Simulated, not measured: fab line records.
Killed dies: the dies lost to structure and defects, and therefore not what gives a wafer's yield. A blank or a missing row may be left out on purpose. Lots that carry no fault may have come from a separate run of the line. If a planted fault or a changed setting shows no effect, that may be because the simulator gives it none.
One fault through the eyes of 2 desks	flow sky130	only its own numbers are on each desk; what lay behind them is given at the end

## AT THE TOOL OWNER'S DESK: rtp anneal-01
The tool's own readings at SKY_SD_N_RTA_14 (time 2 s): means of the sampled wafers that have a number, for each lot that ran on this tool. Marked OUT: a lot whose mean sits more than 4 standard deviations from the usual mean, which makes it out of limits; the brackets give that distance.
Columns: A = lamp power pct at SKY_SD_N_RTA_14, usual 15.74 %; B = wafer_temp_C_max at SKY_SD_N_RTA_14, usual 1078.1
lot	first seen here	A	B
L612	day 29 18:31	15.71	1078.0
L616	day 30 03:05	14.56 (-25) OUT	1078.9
L618	day 30 22:38	14.60 (-24) OUT	1079.2
L624	day 33 10:26	15.73	1076.8
L623	day 33 12:30	15.72	1078.7
L628	day 33 23:40	15.77	1077.2
L630	day 34 18:32	15.74	1077.4
L632	day 35 05:02	15.75	1078.2
This desk finds L616, L618 out of limits, L616 being first, at day 30 03:05 (lamp power pct at SKY_SD_N_RTA_14). L612, L624, L623, L628, L630, L632: within limits.

## METROLOGY DESK
Lot by lot, what the gauges showed, no matter which tool ran the lot: averages of those sampled wafers that carry a number. Marked OUT: a lot whose mean sits more than 4 standard deviations from the usual mean, which makes it out of limits; the brackets give that distance.
Columns: A = SD_P_OVL at SKY_SD_P_OVL_MEAS_08, usual -0.1 nm; B = SD_N_TW at SKY_SD_N_TW_MEAS_12, usual 3979; C = SD_N_RS at SKY_SD_N_RS_MEAS_16, usual 68.45 ohm/sq; D = SD_P_RS at SKY_SD_N_RS_MEAS_17, usual 146.3 ohm/sq; E = cd nm at SKY_LI_CONTACT_CD_MEAS_12, usual 170.3 nm
lot	first seen here	A	B	C	D	E
L611	day 27 07:05	0.8	3942	68.45	146.5	171.3
L612	day 27 09:14	3.5	4004	68.56	146.6	170.9
L613	day 27 11:16	0.1	3968	68.43	146.3	168.5
L616	day 27 19:16	-0.7	3980	73.73 (+44) OUT	178.2 (+76) OUT	-
L618	day 28 15:11	-0.7	3951	73.74 (+44) OUT	178.2 (+76) OUT	-
L621	day 29 15:46	0.7	4001	68.47	146.3	171.2
L624	day 31 02:11	2.1	4018	68.48	146.1	170.6
L623	day 31 04:56	0.3	3968	68.32	146.3	171.1
L628	day 31 16:47	-1.2	3959	68.40	146.2	168.8
L630	day 32 11:53	0.0	3991	68.38	146.2	170.3
L631	day 32 17:13	1.0	3938	68.39	146.2	168.7
L632	day 32 22:05	-0.3	4056	68.23	145.9	170.9
This desk's finding: out of limits on L616, L618; first on L616, day 30 03:16 (SD_N_RS at SKY_SD_N_RS_MEAS_16). L611, L612, L613, L621, L624, L623, L628, L630, L631, L632: within limits.

## TAKEN TOGETHER
At day 30 03:05, on L616, L618, the tool owner's desk was in a position to raise an alarm.
Metrology desk: alarm possible at day 30 03:16 on L616, L618.
Every lot named ran SKY_SD_N_RTA_14 on rtp anneal-01.

## WHAT HAD BEEN PUT IN BY THE SIMULATOR
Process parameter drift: rtp anneal-01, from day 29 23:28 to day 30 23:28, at SKY_SD_N_RTA_14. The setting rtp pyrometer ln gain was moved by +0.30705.
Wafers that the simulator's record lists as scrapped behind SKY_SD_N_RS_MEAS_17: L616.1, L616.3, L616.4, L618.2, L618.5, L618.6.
Shown lots that were struck: L616, L618.
Fault start to first reading out of limits, in hours, per desk: tool owner, 4; metrology, 4.
